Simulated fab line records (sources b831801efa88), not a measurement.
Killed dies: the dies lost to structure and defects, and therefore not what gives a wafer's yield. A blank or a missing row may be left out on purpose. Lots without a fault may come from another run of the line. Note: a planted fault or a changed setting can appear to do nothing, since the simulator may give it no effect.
What tool caused it? | flow sky130 | route of 708 steps, sampled at 1 step: 14 lots, 42 wafers

## WHAT EACH GAUGE READ, for each wafer
SKY_VIA4_THK_MEAS_20: measures by xrf. Usual: for VIA4_W_THK the level is 504 nm and the standard deviation is 5.7.
lot  | measured     | on            | VIA4_W_THK (nm) | flag
L900 | day 43 07:47 | film metro-01 | 505 506 501     |
L901 | day 43 11:59 | film metro-01 | 506 504 502     |
L903 | day 44 05:14 | film metro-01 | 499 495 498     |
L904 | day 44 08:50 | film metro-04 | 499 496 505     |
L905 | day 44 10:45 | film metro-02 | 499 499 498     |
L906 | day 44 22:37 | film metro-04 | 505 499 504     |
L908 | day 45 05:47 | film metro-01 | 514 515 507     |
L913 | day 46 11:51 | film metro-04 | 513 505 506     |
L914 | day 46 16:39 | film metro-01 | 505 505 507     |
L915 | day 46 23:02 | film metro-02 | 508 507 508     |
L917 | day 47 08:00 | film metro-01 | 508 509 502     |
L919 | day 47 20:34 | film metro-01 | 504 506 505     |
L920 | day 47 23:40 | film metro-02 | 503 500 502     |
L923 | day 48 18:35 | film metro-01 | 498 497 508     |

## EACH LOT AND THE TOOL THAT RAN IT (in order: tool; ch and the chambers of the sampled wafers; start)
Before these readings, the record contains no process step.

## WHAT THE TOOLS THEMSELVES READ (means of the sampled wafers that have a number; where no wafer has one, the mark that the record gives instead)
The record holds no such reading with a usual standard deviation.

## THE ANSWER, worked out from the rows above alone
Rule: a lot counts as off when the mean over its wafers that have a number is more than 3 standard deviations away from the usual mean. A lot without any number at a reading at which 4 lots or more have one is off too. Where the step has rows for the other lots, those lots are counted as sound. Order of review: gauges by route order, followed by the tools' own readings, for which a lot's mean as printed above is used. The first step at which some lot is off is used, and at that step the reading that is off furthest; a lot without a number counts as furthest.
No lot is off on any of the readings shown, so nothing can be concluded from this.

## WHAT THE SIMULATOR PUT IN
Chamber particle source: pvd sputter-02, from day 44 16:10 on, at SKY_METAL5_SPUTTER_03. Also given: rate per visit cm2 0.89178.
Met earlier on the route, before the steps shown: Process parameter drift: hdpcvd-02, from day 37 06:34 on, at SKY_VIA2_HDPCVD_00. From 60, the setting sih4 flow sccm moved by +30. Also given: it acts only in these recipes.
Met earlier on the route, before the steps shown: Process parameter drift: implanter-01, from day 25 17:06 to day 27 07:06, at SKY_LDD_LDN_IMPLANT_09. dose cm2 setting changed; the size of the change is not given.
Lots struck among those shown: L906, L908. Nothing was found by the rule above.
